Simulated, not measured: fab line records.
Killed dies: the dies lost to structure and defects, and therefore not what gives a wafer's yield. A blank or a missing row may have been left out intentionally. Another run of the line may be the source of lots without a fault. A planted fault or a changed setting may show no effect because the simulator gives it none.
fab line records | flow gf180mcu
record: lots: 10 | wafers: 30 | last-day: 34
route steps=602 shown MIM@507
lots with no fault: from the same line, run without faults
start-h: start of the lot's first displayed wafer, in hours after the record's first day | wait-h: how many hours have passed since the lot's step before this one | " as in the row above | L1.1+2: several wafers, shown together as one row | - no value, or no start was given | * or withheld: withheld | < > ~ a bound
route shown NAME@n: NAME is a module with steps in the file, n the number in the route of the first one | usual: mean and standard deviation over wafers with no fault | same: alike in all rows | chamber/n: place in a boat | sites: per-site readings | _std_site: the standard deviation of these | _edge_site: outer sites' mean less inner sites' | radius-mm: how far each site lies from the wafer's centre | mask NAME#n: copy n | behind: the tool/chamber that last shaped the wafer | hold: the reason the lot was held/the length of the hold in hours/how it ended | device: which transistor (n, p or np) failed to switch | end of line: tests of these same wafers at the route's end | where a step has no rows: the recipe by itself | killed: dies lost to structure and defects at the first sort, not the wafer's yield | map: dies across one wafer; x = killed, . = not, _ = none there
set.NAME: setting as actually run; set.NAME@STEP: the setting as run at that earlier step | model.NAME: the simulator's own value behind a step, which no gauge read
route steps across a sampled set of lots; one table per step, one row per wafer
services: the hour from which a tool's chamber was out of use, counted from the record's first day as start-h (under 0 if before that day), plus the number of hours and why
== steps ==
step: GF_MIM_SPUTTER_04
recipe: material: TiN | target-thk-nm: 50 | power-w: 6500 | time-s: 41.7 | chamber-pressure-pa: 0.4
usual: chamber-pressure-pa: 0.4001/0.00082 | throttle-valve-pct: 29.9/1
lot.wafer | tool           | chamber | start-h | wait-h | chamber-pressure-pa | throttle-valve-pct
L493.1    | pvd-sputter-02 | -       | 562.30  | 0.0    | 0.3999              | 29.6
L493.4    | "              | -       | "       | "      | 0.4001              | 29.8
L493.6    | "              | -       | "       | "      | 0.3992              | 29.5
L494.3    | pvd-sputter-01 | -       | 573.88  | 0.0    | 0.3998              | 29.9
L494.5    | "              | -       | "       | "      | 0.3999              | 30.6
L494.6    | "              | -       | "       | "      | 0.3991              | 28.1
L497.1    | pvd-sputter-02 | -       | 600.00  | 0.0    | 0.4011              | 29.4
L497.3    | "              | -       | "       | "      | 0.4011              | 30.1
L497.5    | "              | -       | "       | "      | 0.3990              | 31.2
L500.1    | pvd-sputter-01 | -       | 618.11  | 0.0    | 0.3996              | 28.3
L500.4    | "              | -       | "       | "      | 0.4003              | 30.8
L500.6    | "              | -       | "       | "      | 0.3991              | 30.0
L502.3    | pvd-sputter-01 | -       | 638.53  | 0.0    | 0.3987              | 28.5
L502.5    | "              | -       | "       | "      | 0.4013              | 30.8
L502.6    | "              | -       | "       | "      | 0.4011              | 30.2
L506.1    | pvd-sputter-03 | -       | 666.95  | 0.0    | 0.4011              | 30.0
L506.2    | "              | -       | "       | "      | 0.4008              | 30.5
L506.4    | "              | -       | "       | "      | 0.4008              | 31.4
L512.2    | pvd-sputter-01 | -       | 708.22  | 0.0    | 0.3988              | 30.2
L512.4    | "              | -       | "       | "      | 0.4005              | 30.1
L512.6    | "              | -       | "       | "      | 0.4000              | 30.1
L513.1    | pvd-sputter-02 | -       | 713.96  | 0.0    | 0.3998              | 29.5
L513.2    | "              | -       | "       | "      | 0.3995              | 30.7
L513.3    | "              | -       | "       | "      | 0.4003              | 30.0
L514.1    | pvd-sputter-01 | -       | 718.60  | 0.0    | 0.4008              | 30.5
L514.4    | "              | -       | "       | "      | 0.4001              | 30.1
L514.6    | "              | -       | "       | "      | 0.3979              | 29.9
L516.3    | pvd-sputter-02 | -       | 729.98  | 0.0    | 0.3998              | 30.8
L516.4    | "              | -       | "       | "      | 0.4012              | 29.1
L516.6    | "              | -       | "       | "      | 0.3999              | 29.9
step: GF_MIM_THK_MEAS_06
recipe: reads: Si3N4_of_MIM_CVD_05
usual: MIM_CVD_05_THK: 42.1/0.51
lot.wafer | tool          | chamber | start-h | wait-h | MIM_CVD_05_THK[nm]
L493.1    | film-metro-03 | -       | 562.37  | 0.0    | 42.1
L493.4    | "             | -       | "       | "      | 43.1
L493.6    | "             | -       | "       | "      | 42.4
L494.3    | film-metro-04 | -       | 573.97  | 0.0    | 42.1
L494.5    | "             | -       | "       | "      | 42.4
L494.6    | "             | -       | "       | "      | 42.6
L497.1    | film-metro-04 | -       | 600.07  | 0.0    | 42.3
L497.3    | "             | -       | "       | "      | 41.5
L497.5    | "             | -       | "       | "      | 42.8
L500.1    | film-metro-03 | -       | 618.18  | 0.0    | 41.7
L500.4    | "             | -       | "       | "      | 42.0
L500.6    | "             | -       | "       | "      | 42.5
L502.3    | film-metro-03 | -       | 638.63  | 0.0    | 41.2
L502.5    | "             | -       | "       | "      | 41.7
L502.6    | "             | -       | "       | "      | 42.6
L506.1    | film-metro-04 | -       | 667.02  | 0.0    | 42.0
L506.2    | "             | -       | "       | "      | 42.8
L506.4    | "             | -       | "       | "      | 42.4
L512.2    | film-metro-04 | -       | 708.31  | 0.0    | 41.9
L512.4    | "             | -       | "       | "      | 42.4
L512.6    | "             | -       | "       | "      | 42.9
L513.1    | film-metro-01 | -       | 714.03  | 0.0    | 41.6
L513.2    | "             | -       | "       | "      | 42.3
L513.3    | "             | -       | "       | "      | 41.9
L514.1    | film-metro-04 | -       | 718.67  | 0.0    | 41.4
L514.4    | "             | -       | "       | "      | 42.6
L514.6    | "             | -       | "       | "      | 42.2
L516.3    | film-metro-01 | -       | 730.07  | 0.0    | 41.6
L516.4    | "             | -       | "       | "      | 42.1
L516.6    | "             | -       | "       | "      | 42.8
step: GF_MIM_SPUTTER_08
recipe: material: AlCu | target-thk-nm: 200 | power-w: 10600 | time-s: 10.6 | chamber-pressure-pa: 0.4
usual: chamber-pressure-pa: 0.4001/0.00075 | throttle-valve-pct: 29.8/1.2
lot.wafer | tool           | chamber | start-h | wait-h | chamber-pressure-pa | throttle-valve-pct
L493.1    | pvd-sputter-03 | -       | 562.48  | 0.0    | 0.3983              | 27.5
L493.4    | "              | -       | "       | "      | 0.4004              | 30.2
L493.6    | "              | -       | "       | "      | 0.3993              | 31.1
L494.3    | pvd-sputter-03 | -       | 574.06  | 0.0    | 0.4004              | 27.6
L494.5    | "              | -       | "       | "      | 0.3995              | 30.3
L494.6    | "              | -       | "       | "      | 0.4000              | 31.5
L497.1    | pvd-sputter-01 | -       | 600.18  | 0.0    | 0.4012              | 28.3
L497.3    | "              | -       | "       | "      | 0.4007              | 30.1
L497.5    | "              | -       | "       | "      | 0.3984              | 30.2
L500.1    | pvd-sputter-02 | -       | 618.29  | 0.0    | 0.3998              | 29.4
L500.4    | "              | -       | "       | "      | 0.4003              | 30.9
L500.6    | "              | -       | "       | "      | 0.3999              | 29.9
L502.3    | pvd-sputter-02 | -       | 638.71  | 0.0    | 0.4012              | 30.9
L502.5    | "              | -       | "       | "      | 0.4010              | 30.9
L502.6    | "              | -       | "       | "      | 0.4009              | 29.0
L506.1    | pvd-sputter-02 | -       | 667.12  | 0.0    | 0.4004              | 29.3
L506.2    | "              | -       | "       | "      | 0.4008              | 30.7
L506.4    | "              | -       | "       | "      | 0.3999              | 29.8
L512.2    | pvd-sputter-03 | -       | 708.40  | 0.0    | 0.4000              | 31.6
L512.4    | "              | -       | "       | "      | 0.3992              | 30.3
L512.6    | "              | -       | "       | "      | 0.4014              | 31.6
L513.1    | pvd-sputter-03 | -       | 714.14  | 0.0    | 0.3993              | 31.7
L513.2    | "              | -       | "       | "      | 0.3984              | 30.3
L513.3    | "              | -       | "       | "      | 0.4001              | 27.6
L514.1    | pvd-sputter-03 | -       | 718.78  | 0.0    | 0.4017              | 30.4
L514.4    | "              | -       | "       | "      | 0.4013              | 31.7
L514.6    | "              | -       | "       | "      | 0.3999              | 27.6
L516.3    | pvd-sputter-03 | -       | 730.16  | 0.0    | 0.4000              | 27.4
L516.4    | "              | -       | "       | "      | 0.4013              | 29.8
L516.6    | "              | -       | "       | "      | 0.4011              | 30.0
step: GF_MIM_SPUTTER_09
recipe: material: TiN | target-thk-nm: 35 | power-w: 6500 | time-s: 29.2 | chamber-pressure-pa: 0.4
usual: chamber-pressure-pa: 0.4000/0.00076 | throttle-valve-pct: 29.8/1.2
lot.wafer | tool           | chamber | start-h | wait-h | chamber-pressure-pa | throttle-valve-pct
L493.1    | pvd-sputter-03 | -       | 562.50  | 0.0    | 0.4004              | 27.4
L493.4    | "              | -       | "       | "      | 0.3986              | 30.5
L493.6    | "              | -       | "       | "      | 0.3991              | 31.5
L494.3    | pvd-sputter-03 | -       | 574.08  | 0.0    | 0.4006              | 27.5
L494.5    | "              | -       | "       | "      | 0.3999              | 30.8
L494.6    | "              | -       | "       | "      | 0.4013              | 31.4
L497.1    | pvd-sputter-01 | -       | 600.21  | 0.0    | 0.4000              | 28.2
L497.3    | "              | -       | "       | "      | 0.4004              | 30.3
L497.5    | "              | -       | "       | "      | 0.4013              | 29.7
L500.1    | pvd-sputter-02 | -       | 618.31  | 0.0    | 0.4014              | 29.6
L500.4    | "              | -       | "       | "      | 0.4002              | 30.4
L500.6    | "              | -       | "       | "      | 0.4003              | 30.1
L502.3    | pvd-sputter-02 | -       | 638.73  | 0.0    | 0.3994              | 30.8
L502.5    | "              | -       | "       | "      | 0.3985              | 30.7
L502.6    | "              | -       | "       | "      | 0.3993              | 28.8
L506.1    | pvd-sputter-02 | -       | 667.15  | 0.0    | 0.3993              | 29.3
L506.2    | "              | -       | "       | "      | 0.4001              | 31.0
L506.4    | "              | -       | "       | "      | 0.3995              | 30.2
L512.2    | pvd-sputter-03 | -       | 708.42  | 0.0    | 0.4010              | 31.4
L512.4    | "              | -       | "       | "      | 0.3996              | 30.0
L512.6    | "              | -       | "       | "      | 0.4001              | 31.1
L513.1    | pvd-sputter-03 | -       | 714.16  | 0.0    | 0.4004              | 31.5
L513.2    | "              | -       | "       | "      | 0.4006              | 30.4
L513.3    | "              | -       | "       | "      | 0.4012              | 27.4
L514.1    | pvd-sputter-03 | -       | 718.80  | 0.0    | 0.4012              | 30.3
L514.4    | "              | -       | "       | "      | 0.4009              | 31.7
L514.6    | "              | -       | "       | "      | 0.4010              | 27.7
L516.3    | pvd-sputter-03 | -       | 730.18  | 0.0    | 0.3997              | 27.6
L516.4    | "              | -       | "       | "      | 0.4003              | 30.1
L516.6    | "              | -       | "       | "      | 0.4011              | 30.1
step: GF_MIM_RS_MEAS_10
recipe: thk-meas-gauge: four-point-probe | reads: TiN_of_MIM_SPUTTER_09+AlCu_of_MIM_SPUTTER_08+TiN_of_MIM_SPUTTER_07
usual: MIM_ALCU_RS: 0.1598/0.0014
lot.wafer | tool          | chamber | start-h | wait-h | MIM_ALCU_RS[ohm/sq]
L493.1    | film-metro-04 | -       | 562.53  | 0.0    | 0.1592
L493.4    | "             | -       | "       | "      | 0.1580
L493.6    | "             | -       | "       | "      | 0.1574
L494.3    | film-metro-03 | -       | 574.15  | 0.1    | 0.1593
L494.5    | "             | -       | "       | "      | 0.1579
L494.6    | "             | -       | "       | "      | 0.1572
L497.1    | film-metro-03 | -       | 600.25  | 0.0    | 0.1611
L497.3    | "             | -       | "       | "      | 0.1603
L497.5    | "             | -       | "       | "      | 0.1604
L500.1    | film-metro-01 | -       | 618.34  | 0.0    | 0.1590
L500.4    | "             | -       | "       | "      | 0.1601
L500.6    | "             | -       | "       | "      | 0.1583
L502.3    | film-metro-04 | -       | 638.81  | 0.1    | 0.1604
L502.5    | "             | -       | "       | "      | 0.1612
L502.6    | "             | -       | "       | "      | 0.1624
L506.1    | film-metro-01 | -       | 667.18  | 0.0    | 0.1583
L506.2    | "             | -       | "       | "      | 0.1596
L506.4    | "             | -       | "       | "      | 0.1591
L512.2    | film-metro-03 | -       | 708.48  | 0.0    | 0.1602
L512.4    | "             | -       | "       | "      | 0.1593
L512.6    | "             | -       | "       | "      | 0.1599
L513.1    | film-metro-04 | -       | 714.19  | 0.0    | 0.2064
L513.2    | "             | -       | "       | "      | 0.1588
L513.3    | "             | -       | "       | "      | 0.1600
L514.1    | film-metro-03 | -       | 718.83  | 0.0    | 0.2043
L514.4    | "             | -       | "       | "      | 0.1585
L514.6    | "             | -       | "       | "      | 0.2079
L516.3    | film-metro-03 | -       | 730.25  | 0.1    | 0.1596
L516.4    | "             | -       | "       | "      | 0.1601
L516.6    | "             | -       | "       | "      | 0.2077
step: GF_MIM_THK_MEAS_11
recipe: thk-meas-gauge: xrf | reads: AlCu_of_MIM_SPUTTER_08
usual: MIM_ALCU_THK: 201.4/1.9
lot.wafer | tool          | chamber | start-h | wait-h | MIM_ALCU_THK[nm]
L493.1    | film-metro-04 | -       | 562.65  | 0.1    | 202.4
L493.4    | "             | -       | "       | "      | 202.9
L493.6    | "             | -       | "       | "      | 203.4
L494.3    | film-metro-03 | -       | 574.25  | 0.1    | 202.8
L494.5    | "             | -       | "       | "      | 204.0
L494.6    | "             | -       | "       | "      | 204.9
L497.1    | film-metro-03 | -       | 600.37  | 0.1    | 199.7
L497.3    | "             | -       | "       | "      | 200.5
L497.5    | "             | -       | "       | "      | 202.4
L500.1    | film-metro-01 | -       | 618.46  | 0.1    | 203.6
L500.4    | "             | -       | "       | "      | 201.7
L500.6    | "             | -       | "       | "      | 202.8
L502.3    | film-metro-04 | -       | 638.91  | 0.1    | 199.1
L502.5    | "             | -       | "       | "      | 199.0
L502.6    | "             | -       | "       | "      | 197.7
L506.1    | film-metro-01 | -       | 667.30  | 0.1    | 203.3
L506.2    | "             | -       | "       | "      | 202.7
L506.4    | "             | -       | "       | "      | 204.5
L512.2    | film-metro-03 | -       | 708.59  | 0.1    | 200.2
L512.4    | "             | -       | "       | "      | 201.3
L512.6    | "             | -       | "       | "      | 201.4
L513.1    | film-metro-04 | -       | 714.31  | 0.1    | 157.6
L513.2    | "             | -       | "       | "      | 203.1
L513.3    | "             | -       | "       | "      | 200.7
L514.1    | film-metro-03 | -       | 718.95  | 0.1    | 159.2
L514.4    | "             | -       | "       | "      | 202.0
L514.6    | "             | -       | "       | "      | 157.1
L516.3    | film-metro-03 | -       | 730.35  | 0.1    | 200.6
L516.4    | "             | -       | "       | "      | 200.2
L516.6    | "             | -       | "       | "      | 156.1
step: GF_MIM_METAL_ETCH_19
recipe: chemistry: Cl2/BCl3 | mask-material: NOVOLAK | stop-on: Si3N4 | target-depth-nm: 324.5 | pressure-mtorr: 8 | icp-w: 800 | bias-w: 140 | Cl2_flow_sccm: 80 | bcl3-flow-sccm: 40 | time-s: 54.1
usual: drypump-motor-current-A: 5.5/0.43 | oes-product-au: 0.943/0.0058 | throttle-valve-pct: 28.283/0.0092
lot.wafer | tool         | chamber | start-h | wait-h | drypump-motor-current-A | oes-product-au | rf-hours-counter-h | throttle-valve-pct
L493.1    | rie-metal-02 | 0       | 584.46  | 0.1    | 5.6                     | 0.944          | 10                 | 28.269
L493.4    | "            | 0       | "       | "      | 5.6                     | 0.949          | -                  | 28.289
L493.6    | "            | 0       | "       | "      | 5.6                     | 0.946          | -                  | 28.289
L494.3    | rie-metal-01 | 1       | 595.31  | 0.1    | 4.9                     | 0.934          | -                  | 28.279
L494.5    | "            | 1       | "       | "      | 4.9                     | 0.948          | -                  | 28.283
L494.6    | "            | 1       | "       | "      | 4.9                     | 0.954          | -                  | 28.270
L497.1    | rie-metal-01 | 1       | 621.11  | 0.1    | 4.9                     | 0.937          | 4                  | 28.291
L497.3    | "            | 1       | "       | "      | 4.9                     | 0.937          | -                  | 28.282
L497.5    | "            | 1       | "       | "      | 4.9                     | 0.937          | -                  | 28.300
L500.1    | rie-metal-03 | 1       | 638.61  | 0.1    | 5.8                     | 0.947          | 6                  | 28.281
L500.4    | "            | 1       | "       | "      | 5.7                     | 0.947          | -                  | 28.292
L500.6    | "            | 1       | "       | "      | 5.7                     | 0.945          | -                  | 28.297
L502.3    | rie-metal-01 | 0       | 657.48  | 0.1    | 5.5                     | 0.943          | -                  | 28.276
L502.5    | "            | 0       | "       | "      | 5.5                     | 0.942          | -                  | 28.296
L502.6    | "            | 1       | "       | "      | 4.9                     | 0.926          | -                  | 28.266
L506.1    | rie-metal-02 | 0       | 686.66  | 0.1    | 5.6                     | 0.946          | 13                 | 28.281
L506.2    | "            | 1       | "       | "      | 5.9                     | 0.949          | 6                  | 28.283
L506.4    | "            | 0       | "       | "      | 5.6                     | 0.942          | -                  | 28.271
L512.2    | rie-metal-01 | 1       | 726.51  | 0.1    | 4.9                     | 0.940          | 8                  | 28.288
L512.4    | "            | 0       | "       | "      | 5.6                     | 0.945          | -                  | 28.263
L512.6    | "            | 0       | "       | "      | 5.5                     | 0.938          | -                  | 28.288
L513.1    | rie-metal-02 | 0       | 731.16  | 0.1    | 5.6                     | 0.859          | 14                 | 28.372
L513.2    | "            | 1       | "       | "      | 5.9                     | 0.943          | 8                  | 28.288
L513.3    | "            | 1       | "       | "      | 5.9                     | 0.942          | -                  | 28.292
L514.1    | rie-metal-02 | 0       | 736.26  | 0.1    | 5.6                     | 0.862          | 14                 | 28.377
L514.4    | "            | 0       | "       | "      | 5.6                     | 0.942          | -                  | 28.280
L514.6    | "            | 0       | "       | "      | 5.6                     | 0.858          | -                  | 28.369
L516.3    | rie-metal-03 | 0       | 747.18  | 0.1    | 6.2                     | 0.936          | -                  | 28.282
L516.4    | "            | 1       | "       | "      | 5.8                     | 0.946          | -                  | 28.293
L516.6    | "            | 1       | "       | "      | 5.7                     | 0.863          | -                  | 28.359
== services ==
tool           | chamber | start-h | hours | kind
rie-metal-01   | 0       | 592.99  | -     | clean
rie-metal-01   | 0       | 592.99  | 16.1  | scheduled-down
rie-metal-01   | 0       | 592.99  | 16.1  | vent-cycle
pvd-sputter-01 | 2       | 602.66  | -     | consumable-replace:kit
pvd-sputter-01 | 2       | 602.66  | 18.0  | scheduled-down
pvd-sputter-01 | 2       | 602.66  | 18.0  | vent-cycle
pvd-sputter-03 | 2       | 611.08  | -     | consumable-replace:kit
pvd-sputter-03 | 2       | 611.08  | 18.0  | scheduled-down
pvd-sputter-03 | 2       | 611.08  | 18.0  | vent-cycle
pvd-sputter-03 | -       | 617.47  | 6.1   | repair
rie-metal-02   | 0       | 641.52  | 4.9   | repair
pvd-sputter-02 | 3       | 641.90  | -     | consumable-replace:kit
pvd-sputter-02 | 3       | 641.90  | 18.0  | scheduled-down
pvd-sputter-02 | 3       | 641.90  | 18.0  | vent-cycle
rie-metal-03   | 0       | 695.79  | -     | clean
rie-metal-02   | 0       | 696.74  | 16.8  | repair
pvd-sputter-01 | -       | 718.80  | 7.6   | repair
pvd-sputter-01 | -       | 722.76  | 4.4   | repair
pvd-sputter-01 | 1       | 732.26  | -     | consumable-replace:kit
pvd-sputter-01 | 1       | 732.26  | 18.0  | scheduled-down
pvd-sputter-01 | 1       | 732.26  | 18.0  | vent-cycle
pvd-sputter-02 | 2       | 746.21  | -     | consumable-replace:kit
pvd-sputter-02 | 2       | 746.21  | 18.0  | scheduled-down
pvd-sputter-02 | 2       | 746.21  | 18.0  | vent-cycle
== key ==
first-sign: step: GF_MIM_RS_MEAS_10 | reading: MIM_ALCU_RS | direction: up | sigmas: 34 | usual: 0.1598 | struck: 0.2066
effect: step: GF_MIM_THK_MEAS_11 | reading: MIM_ALCU_THK | direction: down | sigmas: 23 | usual: 201.4 | struck: 157.5
effect: step: GF_MIM_METAL_ETCH_19 | reading: oes-product-au | direction: down | sigmas: 14 | usual: 0.943 | struck: 0.860
met-at GF_MIM_SPUTTER_08
struck-lots L513,L514,L516
struck-wafers L513.1,L514.1,L514.6,L516.6
not-acting-at GF_MIM_SPUTTER_04,GF_MIM_THK_MEAS_06,GF_MIM_SPUTTER_09
onset-between 708.40 714.14
fault: kind: process-parameter-drift | tool: pvd-sputter-03 | chamber: - | onset-h: 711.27 | steps: GF_MIM_SPUTTER_08 | channel: time-s | offset: * | shape: step | end-h: 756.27 | scope: struck-wafers-only | acts-in: * | stated: *
